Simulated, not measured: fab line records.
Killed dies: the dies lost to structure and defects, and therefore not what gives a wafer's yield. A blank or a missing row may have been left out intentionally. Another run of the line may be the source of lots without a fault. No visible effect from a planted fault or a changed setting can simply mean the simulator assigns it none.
The tool behind it: which one? :: flow sky130 :: at 1 step of a route of 708, 6 lots with 18 wafers sampled

## WHAT THE GAUGES READ, wafer by wafer
SKY_CAPM_RS_MEAS_03: a four-point-probe measurement.
lot: L904
measured: day 36 21:32
on: film metro-02
CAPM_TIN_RS (ohm/sq): 6.96 7.00 6.93

lot: L909
measured: day 38 13:34
on: film metro-04
CAPM_TIN_RS (ohm/sq): 7.08 7.01 6.99

lot: L912
measured: day 39 05:44
on: film metro-04
CAPM_TIN_RS (ohm/sq): 6.93 7.02 6.96

lot: L918
measured: day 40 18:10
on: film metro-02
CAPM_TIN_RS (ohm/sq): 6.88 6.93 7.01

lot: L924
measured: day 42 18:30
on: film metro-04
CAPM_TIN_RS (ohm/sq): 6.91 6.89 6.86

lot: L926
measured: day 43 10:56
on: film metro-04
CAPM_TIN_RS (ohm/sq): 7.16 7.20 7.02

## WHICH TOOL RAN EACH LOT (tool, then ch and the chambers of the sampled wafers, then the start)
No process step before these readings appears in the record.

## THE ANSWER, worked out from the rows above alone
Rule: the lots themselves supply what counts as usual. The widest of any qualifying gaps counts: lots, ordered by their means at a reading, are off when they make up no more than a third of the lots, leave a main group of 4 or more, and stand apart from it by 3 or more times the standard deviation of that group's means. A main group is skipped when, at the precision printed for the reading in the tables above, its means are all equal. Also off: a lot with no number at a reading for which 4 or more lots have one. Any other lot the step has rows for is counted as sound.
Across all readings shown, no lot is off: no conclusion can be drawn from this.

## WHAT THE SIMULATOR HAD PUT IN
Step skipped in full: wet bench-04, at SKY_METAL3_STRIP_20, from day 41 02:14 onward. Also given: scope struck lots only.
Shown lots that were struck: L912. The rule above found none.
